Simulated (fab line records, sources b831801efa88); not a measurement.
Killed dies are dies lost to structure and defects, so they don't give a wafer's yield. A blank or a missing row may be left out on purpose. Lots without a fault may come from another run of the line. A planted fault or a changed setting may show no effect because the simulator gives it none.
Which tool did it? | flow gf180mcu | 14 lots, 42 wafers sampled, at 3 steps of a route of 602

WHAT THE GAUGES READ, wafer by wafer
GF_MIM_RS_MEAS_10: measures by four-point-probe. Usual: MIM_ALCU_RS 0.1600 ohm/sq, standard deviation 0.0019.
lot  | measured     | on            | MIM_ALCU_RS (ohm/sq) | flag
L581 | day 24 16:25 | film_metro-03 | 0.1580 0.1595 0.1589 |
L582 | day 24 16:55 | film_metro-01 | 0.1569 0.1575 0.1575 |
L585 | day 25 23:08 | film_metro-02 | 0.1647 0.1615 0.1628 |
L591 | day 27 21:53 | film_metro-03 | 0.1593 0.1600 0.1603 |
L592 | day 28 03:12 | film_metro-02 | 0.1606 0.1621 0.1600 |
L595 | day 29 02:21 | film_metro-01 | 0.1597 0.1592 0.1593 |
L596 | day 29 08:35 | film_metro-01 | 0.1579 0.1594 0.1589 |
L597 | day 29 15:38 | film_metro-03 | 0.1608 0.1629 0.1599 |
L598 | day 29 21:34 | film_metro-02 | 0.1650 0.1608 0.1636 |
L599 | day 30 01:09 | film_metro-03 | 0.1614 0.1605 0.1601 |
L600 | day 30 15:35 | film_metro-01 | 0.1572 0.1592 0.1589 |
L601 | day 30 18:22 | film_metro-02 | 0.1632 0.1599 0.1612 |
L602 | day 30 23:37 | film_metro-03 | 0.1625 0.1614 0.1614 |
L603 | day 31 07:44 | film_metro-03 | 0.1603 0.1598 0.1603 |

GF_MIM_THK_MEAS_11: measures by xrf. Usual: MIM_ALCU_THK 199.2 nm, standard deviation 2.7.
lot  | measured     | on            | MIM_ALCU_THK (nm) | flag
L581 | day 24 16:32 | film_metro-03 | 202.1 200.1 201.0 |
L582 | day 24 17:02 | film_metro-01 | 204.5 202.5 201.7 |
L585 | day 25 23:15 | film_metro-02 | 191.2 195.9 193.6 |
L591 | day 27 22:00 | film_metro-03 | 201.1 199.4 199.8 |
L592 | day 28 03:19 | film_metro-02 | 198.4 194.8 199.2 |
L595 | day 29 02:28 | film_metro-01 | 200.5 202.1 200.6 |
L596 | day 29 08:41 | film_metro-01 | 202.4 201.7 200.7 |
L597 | day 29 15:46 | film_metro-03 | 198.8 195.7 199.8 |
L598 | day 29 21:41 | film_metro-02 | 192.3 197.5 192.7 |
L599 | day 30 01:16 | film_metro-03 | 197.9 198.7 200.7 |
L600 | day 30 15:42 | film_metro-01 | 202.8 201.4 201.6 |
L601 | day 30 18:29 | film_metro-02 | 195.7 200.1 198.5 |
L602 | day 30 23:43 | film_metro-03 | 196.2 198.1 198.0 |
L603 | day 31 07:50 | film_metro-03 | 198.1 200.2 198.4 |

GF_V5_OVL_MEAS_15. Usual: V5_OVL 0 nm, standard deviation 6.1.
lot  | measured     | on         | V5_OVL (nm) | flag
L581 | day 27 10:13 | overlay-01 | 3 8 1       |
L582 | day 27 11:11 | overlay-01 | 0 -13 -6    |
L585 | day 28 12:02 | overlay-01 | 9 14 -8     |
L591 | day 30 09:38 | overlay-01 | -7 3 2      |
L592 | day 30 13:27 | overlay-01 | -2 -1 -10   |
L595 | day 31 11:17 | overlay-01 | -11 3 -8    |
L596 | day 31 16:45 | overlay-01 | -2 -5 3     |
L597 | day 32 00:02 | overlay-02 | -3 -6 1     |
L598 | day 32 04:29 | overlay-01 | -2 -7 1     |
L599 | day 32 07:17 | overlay-02 | 2 -4 -8     |
L600 | day 32 21:14 | overlay-02 | 1 -7 3      |
L601 | day 33 00:29 | overlay-02 | 10 14 2     |
L602 | day 33 03:05 | overlay-01 | 17 8 13     |
L603 | day 33 11:32 | overlay-01 | 0 7 4       |

WHICH TOOL RAN EACH LOT (tool, then ch and the chambers of the sampled wafers, then the start)
The record holds no process step before these readings.

WHAT THE TOOLS THEMSELVES READ (means of the sampled wafers that have a number; where no wafer has one, the mark that the record gives instead)
The record holds no such reading with a usual standard deviation.

THE ANSWER, worked out from the rows above alone
Rule: a lot is off if the mean of its wafers that have a number lies more than 3 standard deviations from the usual mean. A lot without any number at a reading at which 4 lots or more have one is off too. The other lots that the step has rows for count as sound. The gauges are gone through in route order, then the tools' own readings, and for those a lot's mean is taken as printed above. The first step at which some lot is off is used, and at that step the reading that is off furthest; a lot without a number counts as furthest.
No lot is off at any reading shown: from this, nothing can be told.

WHAT THE SIMULATOR HAD PUT IN
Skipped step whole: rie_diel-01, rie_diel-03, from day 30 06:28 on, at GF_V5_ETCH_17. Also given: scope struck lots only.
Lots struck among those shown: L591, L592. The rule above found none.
